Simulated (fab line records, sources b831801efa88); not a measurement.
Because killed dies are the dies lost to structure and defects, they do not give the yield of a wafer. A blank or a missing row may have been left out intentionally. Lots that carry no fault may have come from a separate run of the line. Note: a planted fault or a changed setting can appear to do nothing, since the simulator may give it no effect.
A lot that was struck, set against a sound lot || flow sky130 || 15 out of 708 route steps
Sound: the wafers L935.1, L935.4, L935.6. Struck: wafers L950.3, L950.4, L950.5. The cause is given at the end.
Order at every step that has rows: each side's tool, ch and its chambers, its first start. Under that, the readings that differ: sound wafers || struck wafers || difference of the means || sigmas: that difference in standard deviations of wafers without a fault.
alike: a reading whose means differ by less than 2 such deviations, as well as words and numbers matching on both sides. not compared: withheld readings; readings where some wafer has no value; bounds like >300 that might hide an equal value; numbers whose values overlap and for which the record gives no deviation.
A row with sigmas, a row that says differs or no value, or rows on one side alone: a step with any of these is where the two part. When numbers do not overlap yet have no deviation, they are printed without sigmas and do not part them. A reading that every wafer of one side lacks parts them only if that side has two wafers or more.

first, 3 steps without rows for these wafers: SKY_LDD_N_EXPOSE_04 (exposes mask NTM, target cd 840 nm); SKY_LDD_N_PEB_05; SKY_LDD_N_DEVELOP_06 (develop time 60 s).
SKY_LDD_N_OVL_MEAS_07:
  sound on overlay-02 at day 18 07:08; struck on overlay-02 at day 24 00:18
  alike: LDD_N_OVL
then, 8 steps without rows for these wafers: SKY_LDD_N_IMPLANT_08; SKY_LDD_N_IMPLANT_09; SKY_LDD_N_IMPLANT_10; SKY_LDD_N_IMPLANT_11; SKY_LDD_N_IMPLANT_12; SKY_LDD_N_IMPLANT_13; SKY_LDD_N_IMPLANT_14; SKY_LDD_N_IMPLANT_15.
SKY_LDD_N_STRIP_16: strips in O2/N2.
  sound on plasma-asher-02 ch 0,1, day 18 08:22; struck on plasma-asher-02 ch 0,1, day 24 01:34
{"reading": "oes-product-au (a.u.)", "sound": "0.399 0.404 0.410", "struck": "0.640 0.653 0.655", "difference": "+0.245", "sigmas": "+52"}
{"reading": "strip-time-to-endpoint-s (s)", "sound": "4.328 4.301 4.316", "struck": "- - -", "difference": "no value on the struck wafers", "sigmas": ""}
  alike: drypump-motor-current-A
  not compared: rf-hours-counter-h
SKY_LDD_N_TW_MEAS_17:
  sound on film-metro-01 at day 18 08:28; struck on film-metro-01 at day 24 01:39
  alike: LDD_N_TW
-- here the record skips 26 days between the struck wafers' starts before and after, leaving off in module LDD_N and picking up in module PAD_OPEN (first step shown: number 708 of the route) --
SKY_PAD_OPEN_PROBE_99:
  only the struck wafers here have rows in the record (prober-02, day 49 20:27); the sound ones have none

== WHERE THEY PART ==
First at SKY_LDD_N_STRIP_16; last, within this record, at SKY_PAD_OPEN_PROBE_99.

WHY: the cause the simulator had injected
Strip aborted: plasma-asher-02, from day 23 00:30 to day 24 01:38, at SKY_LDD_N_STRIP_16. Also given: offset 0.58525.
